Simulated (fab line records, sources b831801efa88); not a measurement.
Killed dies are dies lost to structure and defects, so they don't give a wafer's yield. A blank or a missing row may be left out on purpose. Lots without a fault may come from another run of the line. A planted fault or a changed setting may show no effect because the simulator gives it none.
Split-lot experiment | flow gf180mcu | 5 lots, 23 wafers read, on a route of 602 steps

THE SPLIT
At GF_MIM_SPUTTER_04 (material TiN, target thk 50 nm, time 41.7 s), the setting time_s was moved away from the recipe's 41.7 s on 8 of the 23 wafers read, by -13.7% to +10.8%. The other wafers ran this setting at the recipe's value.

The reading is taken at the split's own step.

THE READING
TiN_of_MIM_SPUTTER_04.thk_nm (the simulator's own value, which no gauge read), in nm, at GF_MIM_SPUTTER_04 (material TiN, target thk 50 nm, time 41.7 s). The file gives no usual value for it. The 15 wafers here that ran the recipe average 50.11 nm, standard deviation 0.47 nm.

wafer  | tool, chamber at the split | time_s as run, s | against the recipe | TiN_of_MIM_SPUTTER_04.thk_nm, nm | against lot-mates on the recipe
L075.1 | pvd_sputter-04, -          | 41.7             | recipe             | 50.41                            | -
L075.2 | pvd_sputter-04, -          | 35.98            | -13.7%             | 43.25                            | -7.17
L075.3 | pvd_sputter-04, -          | 41.7             | recipe             | 50.36                            | -
L075.5 | pvd_sputter-04, -          | 41.7             | recipe             | 50.5                             | -
L075.6 | pvd_sputter-04, -          | 35.98            | -13.7%             | 43.77                            | -6.65
L077.1 | pvd_sputter-01, -          | 41.7             | recipe             | 50.19                            | -
L077.2 | pvd_sputter-01, -          | 41.7             | recipe             | 51.02                            | -
L077.5 | pvd_sputter-01, -          | 41.7             | recipe             | 50.86                            | -
L082.1 | pvd_sputter-01, -          | 44.59            | +6.9%              | 54.1                             | +4.08
L082.2 | pvd_sputter-01, -          | 41.7             | recipe             | 50.18                            | -
L082.4 | pvd_sputter-01, -          | 41.7             | recipe             | 49.46                            | -
L082.5 | pvd_sputter-01, -          | 41.7             | recipe             | 50.42                            | -
L082.6 | pvd_sputter-01, -          | 44.59            | +6.9%              | 53.96                            | +3.94
L083.1 | pvd_sputter-04, -          | 46.21            | +10.8%             | 54.47                            | +4.74
L083.2 | pvd_sputter-04, -          | 41.7             | recipe             | 49.87                            | -
L083.3 | pvd_sputter-04, -          | 46.21            | +10.8%             | 55.07                            | +5.34
L083.5 | pvd_sputter-04, -          | 41.7             | recipe             | 49.62                            | -
L083.6 | pvd_sputter-04, -          | 41.7             | recipe             | 49.7                             | -
L084.1 | pvd_sputter-01, -          | 41.7             | recipe             | 49.95                            | -
L084.3 | pvd_sputter-01, -          | 36.21            | -13.2%             | 43.87                            | -5.83
L084.4 | pvd_sputter-01, -          | 41.7             | recipe             | 49.64                            | -
L084.5 | pvd_sputter-01, -          | 41.7             | recipe             | 49.51                            | -
L084.6 | pvd_sputter-01, -          | 36.21            | -13.2%             | 43.49                            | -6.21

THE FIT
A straight line over all 23 wafers: TiN_of_MIM_SPUTTER_04.thk_nm changes by +0.48 nm for each +1% of time_s; r = +0.99; the points scatter about the line by 0.49 nm.
The same after taking each lot's own level away (the mean of its wafers on the recipe; 23 wafers): +0.488 nm for each +1%; r = +0.99; scatter 0.36 nm.
On that fit, the largest move of time_s shifts the reading by 6.7 nm.
The lots' own levels span 49.700 to 50.690 nm, that is 2.1 times the standard deviation above.
So the lot-to-lot level changes the slope little: the two slopes agree.
Check: with one of the wafers moved furthest among these (-13.7%) left out of the fit, the line predicts -6.51 nm for it against its lot-mates. It came out at -7.17 nm against them.

OTHER SPLITS ON THESE WAFERS
These wafers also went through other splits before the reading. Each is held against what the fit with the lots' levels taken away leaves over:
other split on the same wafers       | wafers away from the commonest value | r with TiN_of_MIM_SPUTTER_04.thk_nm (lot level and that fit taken away)
GF_M2_EXPOSE_11 dose_mj              | 8                                    | -0.10
GF_M2_METAL_ETCH_16 icp_w            | 10                                   | +0.11
GF_M3_SPUTTER_00 chamber_pressure_pa | 10                                   | +0.01
GF_M3_SPUTTER_01 power_w             | 9                                    | -0.02
GF_M3_COAT_09 resist_thk_nm          | 6                                    | -0.07
GF_M3_PEB_12 peb_temp_c              | 8                                    | +0.19
GF_V3_PEB_12 peb_temp_c              | 11                                   | -0.18
GF_V4_CMP_04 leave_above_ref_nm      | 9                                    | -0.47

THE FILE'S OWN FIT
TiN_of_MIM_SPUTTER_04.thk_nm changes by +0.487 nm for each +1% of time_s, r = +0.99.
